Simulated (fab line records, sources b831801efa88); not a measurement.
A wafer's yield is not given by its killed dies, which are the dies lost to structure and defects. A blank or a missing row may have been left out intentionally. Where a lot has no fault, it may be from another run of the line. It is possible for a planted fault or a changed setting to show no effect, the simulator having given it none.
A sampling plan put to the test	flow sky130	45 faults told of in these records, all on one fab line, each judged by the records of the lots it struck
Plan = the line's own looks (route steps where a gauge or an inspection reads the wafer without altering it). Where struck wafers have a number at a look and the file lists that look's usual mean and standard deviation on fault-free wafers, the look can be judged. Caught: the struck wafers' mean, at a look after the fault's first step, is 4 or more of those standard deviations (sigma) away from the usual mean. On the tool: here the same test is run on the tool's own readings at the fault's steps. Caught also covers a different recipe on the struck wafers, or a record left blank for those wafers only.

THE FAULTS, as the simulator had put them in
1. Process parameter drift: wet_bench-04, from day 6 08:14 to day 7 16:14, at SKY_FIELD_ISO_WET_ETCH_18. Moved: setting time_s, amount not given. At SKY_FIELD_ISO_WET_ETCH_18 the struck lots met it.
2. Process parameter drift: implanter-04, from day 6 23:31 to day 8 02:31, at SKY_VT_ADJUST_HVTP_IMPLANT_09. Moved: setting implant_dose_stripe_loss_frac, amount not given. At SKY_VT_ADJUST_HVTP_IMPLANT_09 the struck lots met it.
3. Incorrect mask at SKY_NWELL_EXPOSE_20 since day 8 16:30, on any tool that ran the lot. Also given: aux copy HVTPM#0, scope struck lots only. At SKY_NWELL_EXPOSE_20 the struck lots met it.
4. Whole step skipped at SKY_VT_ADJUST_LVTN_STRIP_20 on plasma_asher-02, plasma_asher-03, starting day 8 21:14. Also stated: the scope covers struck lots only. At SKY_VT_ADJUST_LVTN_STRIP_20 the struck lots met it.
5. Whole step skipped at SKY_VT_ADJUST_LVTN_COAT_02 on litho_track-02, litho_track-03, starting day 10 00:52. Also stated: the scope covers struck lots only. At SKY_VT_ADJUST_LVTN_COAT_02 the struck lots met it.
6. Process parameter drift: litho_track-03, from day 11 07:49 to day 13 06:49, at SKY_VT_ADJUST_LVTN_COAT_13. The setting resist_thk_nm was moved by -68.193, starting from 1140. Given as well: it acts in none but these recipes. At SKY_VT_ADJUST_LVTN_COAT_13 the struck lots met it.
7. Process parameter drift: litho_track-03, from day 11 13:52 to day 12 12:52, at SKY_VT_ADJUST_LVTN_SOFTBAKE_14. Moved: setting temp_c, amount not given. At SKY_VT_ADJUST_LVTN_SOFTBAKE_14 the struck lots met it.
8. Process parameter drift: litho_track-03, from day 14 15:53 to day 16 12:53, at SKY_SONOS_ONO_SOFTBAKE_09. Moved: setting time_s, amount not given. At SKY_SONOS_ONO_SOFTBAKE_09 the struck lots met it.
9. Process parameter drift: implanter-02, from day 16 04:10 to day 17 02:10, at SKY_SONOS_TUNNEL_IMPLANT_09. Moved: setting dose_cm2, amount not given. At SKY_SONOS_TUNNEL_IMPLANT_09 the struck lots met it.
10. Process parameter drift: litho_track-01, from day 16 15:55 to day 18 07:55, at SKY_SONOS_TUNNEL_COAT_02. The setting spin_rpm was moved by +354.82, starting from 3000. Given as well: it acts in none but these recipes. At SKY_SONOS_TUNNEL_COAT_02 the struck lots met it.
11. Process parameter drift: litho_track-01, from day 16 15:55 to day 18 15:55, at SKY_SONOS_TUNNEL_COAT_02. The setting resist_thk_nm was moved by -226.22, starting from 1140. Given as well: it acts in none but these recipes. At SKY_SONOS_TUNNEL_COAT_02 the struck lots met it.
12. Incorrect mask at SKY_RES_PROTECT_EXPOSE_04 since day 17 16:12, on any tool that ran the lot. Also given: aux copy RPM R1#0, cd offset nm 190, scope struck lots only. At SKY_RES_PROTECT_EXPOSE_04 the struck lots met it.
13. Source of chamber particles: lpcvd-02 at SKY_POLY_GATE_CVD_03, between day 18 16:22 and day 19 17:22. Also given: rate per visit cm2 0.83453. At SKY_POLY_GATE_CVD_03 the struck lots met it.
14. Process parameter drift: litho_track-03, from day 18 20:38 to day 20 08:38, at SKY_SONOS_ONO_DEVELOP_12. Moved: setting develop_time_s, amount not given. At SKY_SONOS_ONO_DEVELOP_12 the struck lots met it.
15. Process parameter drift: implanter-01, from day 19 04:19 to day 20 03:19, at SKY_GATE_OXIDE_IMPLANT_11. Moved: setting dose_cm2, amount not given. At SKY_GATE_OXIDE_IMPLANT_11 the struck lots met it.
16. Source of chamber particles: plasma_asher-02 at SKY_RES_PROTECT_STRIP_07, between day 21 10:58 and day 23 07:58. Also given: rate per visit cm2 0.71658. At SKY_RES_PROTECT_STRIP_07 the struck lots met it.
17. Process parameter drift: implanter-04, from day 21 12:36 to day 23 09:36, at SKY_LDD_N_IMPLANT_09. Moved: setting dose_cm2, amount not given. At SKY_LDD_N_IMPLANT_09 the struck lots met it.
18. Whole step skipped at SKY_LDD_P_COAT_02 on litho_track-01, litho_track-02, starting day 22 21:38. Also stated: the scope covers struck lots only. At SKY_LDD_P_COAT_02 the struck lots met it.
19. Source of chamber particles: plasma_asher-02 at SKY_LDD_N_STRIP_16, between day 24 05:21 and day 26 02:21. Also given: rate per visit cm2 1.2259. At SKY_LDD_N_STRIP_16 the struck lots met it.
20. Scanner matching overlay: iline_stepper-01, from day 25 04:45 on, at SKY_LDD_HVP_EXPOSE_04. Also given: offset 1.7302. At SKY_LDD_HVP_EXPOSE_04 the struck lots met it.
21. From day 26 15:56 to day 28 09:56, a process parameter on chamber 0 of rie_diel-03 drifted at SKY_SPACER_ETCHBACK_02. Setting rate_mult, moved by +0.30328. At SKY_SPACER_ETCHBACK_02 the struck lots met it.
22. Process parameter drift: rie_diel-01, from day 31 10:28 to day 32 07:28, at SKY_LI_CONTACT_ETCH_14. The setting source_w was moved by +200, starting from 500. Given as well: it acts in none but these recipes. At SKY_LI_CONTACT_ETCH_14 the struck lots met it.
23. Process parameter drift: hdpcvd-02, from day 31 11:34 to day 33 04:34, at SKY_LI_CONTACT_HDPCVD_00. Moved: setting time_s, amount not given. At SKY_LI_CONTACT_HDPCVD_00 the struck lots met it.
24. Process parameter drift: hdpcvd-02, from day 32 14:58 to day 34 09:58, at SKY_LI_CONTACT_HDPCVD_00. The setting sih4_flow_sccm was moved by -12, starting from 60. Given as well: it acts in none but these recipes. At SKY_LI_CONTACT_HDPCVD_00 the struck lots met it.
25. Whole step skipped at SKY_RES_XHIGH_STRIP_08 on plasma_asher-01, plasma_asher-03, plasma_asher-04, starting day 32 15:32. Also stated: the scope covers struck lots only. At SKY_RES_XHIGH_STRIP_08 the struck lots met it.
26. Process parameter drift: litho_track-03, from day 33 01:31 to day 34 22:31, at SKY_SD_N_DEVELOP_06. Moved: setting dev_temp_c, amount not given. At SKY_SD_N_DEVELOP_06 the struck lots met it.
27. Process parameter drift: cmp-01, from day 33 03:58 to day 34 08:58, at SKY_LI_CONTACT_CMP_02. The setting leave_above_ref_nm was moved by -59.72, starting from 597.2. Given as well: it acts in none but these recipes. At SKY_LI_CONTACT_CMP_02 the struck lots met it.
28. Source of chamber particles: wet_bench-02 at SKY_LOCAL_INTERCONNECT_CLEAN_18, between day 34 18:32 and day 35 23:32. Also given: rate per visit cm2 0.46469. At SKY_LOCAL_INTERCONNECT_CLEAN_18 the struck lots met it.
29. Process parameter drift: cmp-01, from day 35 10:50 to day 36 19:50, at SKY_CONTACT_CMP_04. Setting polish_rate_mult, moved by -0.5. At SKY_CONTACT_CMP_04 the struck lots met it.
30. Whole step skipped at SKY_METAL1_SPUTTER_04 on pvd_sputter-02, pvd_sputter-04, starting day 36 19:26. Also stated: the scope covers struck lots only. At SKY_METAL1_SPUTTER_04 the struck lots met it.
31. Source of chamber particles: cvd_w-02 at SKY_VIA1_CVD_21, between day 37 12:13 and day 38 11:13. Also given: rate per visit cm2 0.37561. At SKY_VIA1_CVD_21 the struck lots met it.
32. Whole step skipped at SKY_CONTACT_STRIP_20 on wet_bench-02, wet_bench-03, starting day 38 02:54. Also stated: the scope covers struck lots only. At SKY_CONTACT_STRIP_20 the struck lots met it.
33. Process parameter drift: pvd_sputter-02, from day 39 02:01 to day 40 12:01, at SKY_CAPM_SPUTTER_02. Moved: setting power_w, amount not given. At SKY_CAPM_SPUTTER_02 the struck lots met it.
34. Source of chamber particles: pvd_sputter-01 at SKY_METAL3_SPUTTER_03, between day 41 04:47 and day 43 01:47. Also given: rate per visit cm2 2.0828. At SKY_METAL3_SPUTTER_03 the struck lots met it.
35. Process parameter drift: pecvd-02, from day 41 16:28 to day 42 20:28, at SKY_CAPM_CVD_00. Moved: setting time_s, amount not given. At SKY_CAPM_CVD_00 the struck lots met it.
36. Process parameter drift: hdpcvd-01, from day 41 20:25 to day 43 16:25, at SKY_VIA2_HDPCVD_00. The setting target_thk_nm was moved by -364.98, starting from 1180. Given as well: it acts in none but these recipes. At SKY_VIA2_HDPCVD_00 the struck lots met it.
37. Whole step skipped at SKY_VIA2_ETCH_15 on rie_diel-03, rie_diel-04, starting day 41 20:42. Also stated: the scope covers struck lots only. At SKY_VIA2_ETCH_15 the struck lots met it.
38. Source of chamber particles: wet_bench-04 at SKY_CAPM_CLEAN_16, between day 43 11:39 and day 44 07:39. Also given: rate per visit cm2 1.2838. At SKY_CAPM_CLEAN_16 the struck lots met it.
39. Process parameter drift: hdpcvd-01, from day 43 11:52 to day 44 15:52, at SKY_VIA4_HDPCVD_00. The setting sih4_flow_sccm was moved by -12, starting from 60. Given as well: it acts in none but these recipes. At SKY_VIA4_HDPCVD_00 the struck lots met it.
40. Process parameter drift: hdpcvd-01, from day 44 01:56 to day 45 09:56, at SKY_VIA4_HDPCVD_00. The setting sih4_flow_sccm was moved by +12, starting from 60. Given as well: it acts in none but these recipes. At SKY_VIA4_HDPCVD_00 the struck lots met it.
41. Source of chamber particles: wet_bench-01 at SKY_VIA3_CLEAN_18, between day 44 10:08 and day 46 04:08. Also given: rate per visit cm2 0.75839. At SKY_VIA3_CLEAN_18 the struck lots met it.
42. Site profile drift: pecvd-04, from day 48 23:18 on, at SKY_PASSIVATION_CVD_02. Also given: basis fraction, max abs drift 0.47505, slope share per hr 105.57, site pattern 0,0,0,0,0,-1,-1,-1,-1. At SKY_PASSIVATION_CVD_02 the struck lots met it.
43. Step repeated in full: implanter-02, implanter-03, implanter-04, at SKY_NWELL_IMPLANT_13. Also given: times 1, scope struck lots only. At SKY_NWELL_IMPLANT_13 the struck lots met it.
44. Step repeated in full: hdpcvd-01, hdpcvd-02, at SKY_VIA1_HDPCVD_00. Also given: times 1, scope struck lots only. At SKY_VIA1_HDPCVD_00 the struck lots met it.
45. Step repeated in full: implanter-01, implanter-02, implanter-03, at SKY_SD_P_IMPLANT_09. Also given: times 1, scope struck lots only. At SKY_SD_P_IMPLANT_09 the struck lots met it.

WHAT THE PLAN SAW
fault	on the tool itself	first look that catches it	reading, sigma	median hours from its first step to that look	hours from the fault's start to the first struck lot there	judged looks passed uncaught
1	run_length_s +64 sigma	none of the 2 looks that can be judged after it	-	-	-	2
2	under 2 sigma	none of the 5 looks that can be judged after it	-	-	-	5
3	no reading that can be judged	SKY_NWELL_TW_MEAS_26	NWELL_2_TW -99 or beyond	12.3	14	0
4	the tool's record is blank for the struck wafers	SKY_VT_ADJUST_NCORE_TW_MEAS_11	VT_ADJUST_NCORE_TW -99 or beyond	23.8	26	0
5	the tool's record is blank for the struck wafers	SKY_VT_ADJUST_LVTN_TW_MEAS_21	VT_ADJUST_LVTN_2_TW +49	34.3	39	1
6	no reading that can be judged	not the one look that can be judged after it	-	-	-	1
7	heater_power_total_W -70 sigma	no look after it can be judged	-	-	-	0
8	heater_power_total_W +99 or beyond sigma	none of the 2 looks that can be judged after it	-	-	-	2
9	dose_ions_cm2 -99 or beyond sigma	SKY_SONOS_TUNNEL_TW_MEAS_12	SONOS_TUNNEL_TW -33	0.5	5	0
10	spin_speed_rpm +99 or beyond sigma	SKY_SONOS_TUNNEL_CD_MEAS_07	cd_nm +4.4	14.5	20	0
11	under 2 sigma	SKY_SONOS_TUNNEL_CD_MEAS_07	cd_nm +14	14.5	20	0
12	no reading that can be judged	no look after it can be judged	-	-	-	0
13	under 2 sigma	not the one look that can be judged after it	-	-	-	1
14	no reading that can be judged	SKY_SONOS_ONO_CD_MEAS_13	cd_nm -5.1	0.1	4	0
15	dose_ions_cm2 +99 or beyond sigma	SKY_GATE_OXIDE_TW_MEAS_14	GATE_OXIDE_TW +81	0.3	17	0
16	under 2 sigma	none of the 2 looks that can be judged after it	-	-	-	2
17	dose_ions_cm2 +99 or beyond sigma	not the one look that can be judged after it	-	-	-	1
18	the tool's record is blank for the struck wafers	SKY_LDD_HVP_TW_MEAS_10	LDD_HVP_TW +70	74.0	80	1
19	under 2 sigma	none of the 3 looks that can be judged after it	-	-	-	3
20	no reading that can be judged	no look after it can be judged	-	-	-	0
21	under 2 sigma	not the one look that can be judged after it	-	-	-	1
22	rf_fwd_power_W +99 or beyond sigma	not the one look that can be judged after it	-	-	-	1
23	run_length_s -78 sigma	SKY_LI_CONTACT_THK_MEAS_01	LI_CONTACT_HDPCVD_THK -16	0.1	8	0
24	sih4_flow_sccm -63 sigma	SKY_LI_CONTACT_THK_MEAS_01	LI_CONTACT_HDPCVD_THK -20	0.1	15	0
25	the tool's record is blank for the struck wafers	SKY_SD_N_TW_MEAS_12	SD_N_TW -99 or beyond	27.8	29	0
26	developer_temp_C -8.1 sigma	not the one look that can be judged after it	-	-	-	1
27	under 2 sigma	none of the 3 looks that can be judged after it	-	-	-	3
28	no reading that can be judged	not the one look that can be judged after it	-	-	-	1
29	time_to_endpoint_s +6.8 sigma	no look after it can be judged	-	-	-	0
30	the tool's record is blank for the struck wafers	SKY_METAL1_THK_MEAS_06	METAL1_ALCU_THK +12	0.2	1	0
31	under 2 sigma	no look after it can be judged	-	-	-	0
32	the tool's record is blank for the struck wafers	no look after it can be judged	-	-	-	0
33	cathode_dc_power_W +99 or beyond sigma	no look after it can be judged	-	-	-	0
34	under 2 sigma	none of the 2 looks that can be judged after it	-	-	-	2
35	under 2 sigma	SKY_CAPM_THK_MEAS_01	CAPM_CVD_00_THK -6.0	0.0	8	0
36	no reading that can be judged	SKY_VIA2_THK_MEAS_01	VIA2_HDPCVD_THK -30	0.1	10	0
37	the tool's record is blank for the struck wafers	no look after it can be judged	-	-	-	0
38	no reading that can be judged	no look after it can be judged	-	-	-	0
39	sih4_flow_sccm -70 sigma	SKY_VIA4_THK_MEAS_01	VIA4_HDPCVD_THK -20	0.2	3	0
40	sih4_flow_sccm +70 sigma	SKY_VIA4_THK_MEAS_01	VIA4_HDPCVD_THK +20	0.2	11	0
41	no reading that can be judged	no look after it can be judged	-	-	-	0
42	under 2 sigma	SKY_PASSIVATION_THK_MEAS_03	PASSIVATION_CVD_02_THK -14	0.2	14	0
43	under 2 sigma	SKY_NWELL_RS_MEAS_29	NWELL_RS -10	21.0	-	0
44	no reading that can be judged	SKY_VIA1_THK_MEAS_01	VIA1_HDPCVD_THK +99 or beyond	0.4	-	0
45	under 2 sigma	SKY_SD_P_TW_MEAS_11	SD_P_TW +11	0.6	-	0
A dash: the fault isn't caught, or these records don't give the number.

Caught at a look: 21 of 45. Caught on the tool: 22 of 45. By one or the other: 31 of 45.
Faults 1, 7, 8, 17, 22, 26, 29, 32, 33, 37 were caught on the tool alone.
Caught at a look alone: faults 3, 11, 14, 35, 36, 42, 43, 44, 45.
Caught by neither: faults 2, 6, 12, 13, 16, 19, 20, 21, 27, 28, 31, 34, 38, 41.

THINNER SAMPLING
In the worst case, this is how late the first struck lot would be measured if the look that catches a fault measured only every second or every third lot, by lot number:
fault	struck lots at that look, in order of time	every lot	every second lot	every third lot
3	L999	14 h	may miss it	may miss it
4	L891, L892	26 h	36 h	may miss all 2
5	L960, L961, L962	39 h	44 h	47 h
9	L484, L485	5 h	12 h	may miss all 2
10	L860, L863	20 h	44 h	may miss all 2
11	L252, L255	20 h	44 h	may miss all 2
14	L439, L441	4 h	may miss all 2	may miss all 2
15	L444, L445	17 h	21 h	may miss all 2
18	L174, L175, L176	80 h	91 h	97 h
23	L855, L857	8 h	may miss all 2	may miss all 2
24	L491, L492	15 h	27 h	may miss all 2
25	L624, L625, L626	29 h	36 h	44 h
30	L230, L231	1 h	12 h	may miss all 2
35	L891, L894	8 h	25 h	may miss all 2
36	L551, L552	10 h	20 h	may miss all 2
39	L822, L824	3 h	may miss all 2	may miss all 2
40	L411, L412, L413	11 h	17 h	18 h
42	L746, L748	14 h	may miss all 2	may miss all 2
Hours count from the start of the fault until the first struck lot that is measured. Since the struck wafers were tested as one group against 4 sigma, a single lot by itself may lie under the limit. Other struck lots may not be in these records.

THE LONGEST TIMED WAY FROM STEP TO LOOK
Fault 18: median gap of 74.0 hours between SKY_LDD_P_COAT_02 and SKY_LDD_HVP_TW_MEAS_10. The look between them that can be judged stayed within 4 sigma: SKY_LDD_HVN_TW_MEAS_10.
